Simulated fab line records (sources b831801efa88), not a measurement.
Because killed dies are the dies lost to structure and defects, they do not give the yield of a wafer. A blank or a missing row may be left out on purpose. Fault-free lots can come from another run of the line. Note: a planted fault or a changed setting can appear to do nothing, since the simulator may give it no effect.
Comparing a struck lot with a sound one :: flow sky130 :: 28 steps out of a route of 708
Sound: wafers L285.1, L285.2, L285.5. Wafers L288.1, L288.2, L288.6 were the ones struck. Last of all comes the cause.
Per side, at each step with rows, come the tool, then ch with its chambers, and then its first start. Under that, the readings that differ: sound wafers :: struck wafers :: difference of the means :: sigmas: that difference in standard deviations of wafers without a fault.
alike: readings with means less than 2 such deviations apart, plus words and numbers identical on both sides. not compared: withheld readings, readings lacking a value on some wafer, bounds such as >300 that could conceal the same value, and numbers that have no deviation in the record and whose values overlap.
Wherever a step has rows on one side only, a row that says differs or no value, or a row with sigmas, the two part there. Numbers that don't overlap but have no deviation are shown without sigmas and don't part them. A reading missing from all wafers of one side parts the sides only when that side holds two or more wafers.

SKY_SD_P_OVL_MEAS_08:
  sound on overlay-02 at day 27 03:05; struck on overlay-02 at day 27 15:21
  alike: SD_P_OVL
then, 1 step without rows for these wafers: SKY_SD_P_IMPLANT_09.
SKY_SD_P_STRIP_10: strips in O2/N2.
  sound on plasmaAsher-04 ch 0,1, day 27 03:16; struck on plasmaAsher-02 ch 0,1, day 27 15:32
  alike: chamberPressureMTorr, drypumpMotorCurrentA, n2FlowSccm, o2FlowSccm, oesProductAu, stripTimeToEndpointS
  not compared: rfHoursCounterH
SKY_SD_P_TW_MEAS_11:
  sound on filmMetro-01 at day 27 03:22; struck on filmMetro-02 at day 27 15:38
  alike: SD_P_TW
then, 8 steps without rows for these wafers: SKY_RES_XHIGH_DEHYDRATE_00 (time 60 s); SKY_RES_XHIGH_HMDS_01 (prime time 60 s); SKY_RES_XHIGH_COAT_02 (resist thk 1140 nm); SKY_RES_XHIGH_SOFTBAKE_03 (time 60 s); SKY_RES_XHIGH_EXPOSE_04 (exposes mask URPM, target cd 1270 nm); SKY_RES_XHIGH_PEB_05; SKY_RES_XHIGH_DEVELOP_06 (develop time 60 s); SKY_RES_XHIGH_IMPLANT_07.
SKY_RES_XHIGH_STRIP_08: strips in O2/N2.
  sound on plasmaAsher-01 ch 0,1, day 28 07:47; struck on plasmaAsher-03 ch 0,1, day 28 19:31
  no value came back on the struck wafers for any of 6 readings (chamberPressureMTorr (mTorr), drypumpMotorCurrentA (A) and others); on the sound wafers chamberPressureMTorr (mTorr) reads 1499.5 1498.6 1499.6
reading: model.NOVOLAK_of_RES_XHIGH_COAT_02.thkNm (nm)
sound: 0 0 0
struck: 1140 1140 1142
difference: +1141
sigmas: 
  not compared: rfHoursCounterH
SKY_RES_XHIGH_TW_MEAS_09:
  sound on filmMetro-02 at day 28 07:53; struck on filmMetro-01 at day 28 19:37
  alike: RES_XHIGH_TW
then, 7 steps without rows for these wafers: SKY_SD_N_DEHYDRATE_00 (time 60 s); SKY_SD_N_HMDS_01 (prime time 60 s); SKY_SD_N_COAT_02 (resist thk 1140 nm); SKY_SD_N_SOFTBAKE_03 (time 60 s); SKY_SD_N_EXPOSE_04 (exposes mask NSDM, target cd 380 nm); SKY_SD_N_PEB_05; SKY_SD_N_DEVELOP_06 (develop time 60 s).
SKY_SD_N_CD_MEAS_07: target cd 380 nm.
  sound on cdSem-01 at day 29 12:23; struck on cdSem-01 at day 29 23:04
  alike: cdNm
SKY_SD_N_OVL_MEAS_08:
  sound on overlay-01 at day 29 12:30; struck on overlay-01 at day 29 23:11
  alike: SD_N_OVL
then, 2 steps without rows for these wafers: SKY_SD_N_IMPLANT_09; SKY_SD_N_IMPLANT_10.
SKY_SD_N_STRIP_11: strips in O2/N2.
  sound on plasmaAsher-01 ch 0,1, day 29 12:50; struck on plasmaAsher-01 ch 0,1, day 29 23:31
reading: oesProductAu (a.u.)
sound: 0.528 0.528 0.524
struck: 0.613 0.612 0.622
difference: +0.089
sigmas: +21

reading: stripTimeToEndpointS (s)
sound: 22.57 22.59 22.56
struck: 39.40 39.43 39.46
difference: +16.86
sigmas: +99 or more
  alike: chamberPressureMTorr, drypumpMotorCurrentA, n2FlowSccm, o2FlowSccm
  not compared: rfHoursCounterH
SKY_SD_N_TW_MEAS_12:
  sound on filmMetro-02 at day 29 12:56; struck on filmMetro-02 at day 29 23:37
reading: SD_N_TW
sound: 3940 3947 3952
struck: 30 30 30
difference: -3916
sigmas: -99 or more
then, 1 step without rows for these wafers: SKY_SD_N_CLEAN_13 (cleans in SC1/SC2, time 150 s).

## WHERE THEY PART
Earliest at SKY_RES_XHIGH_STRIP_08; latest, in this record, at SKY_SD_N_TW_MEAS_12.

WHY: whatever the simulator had introduced
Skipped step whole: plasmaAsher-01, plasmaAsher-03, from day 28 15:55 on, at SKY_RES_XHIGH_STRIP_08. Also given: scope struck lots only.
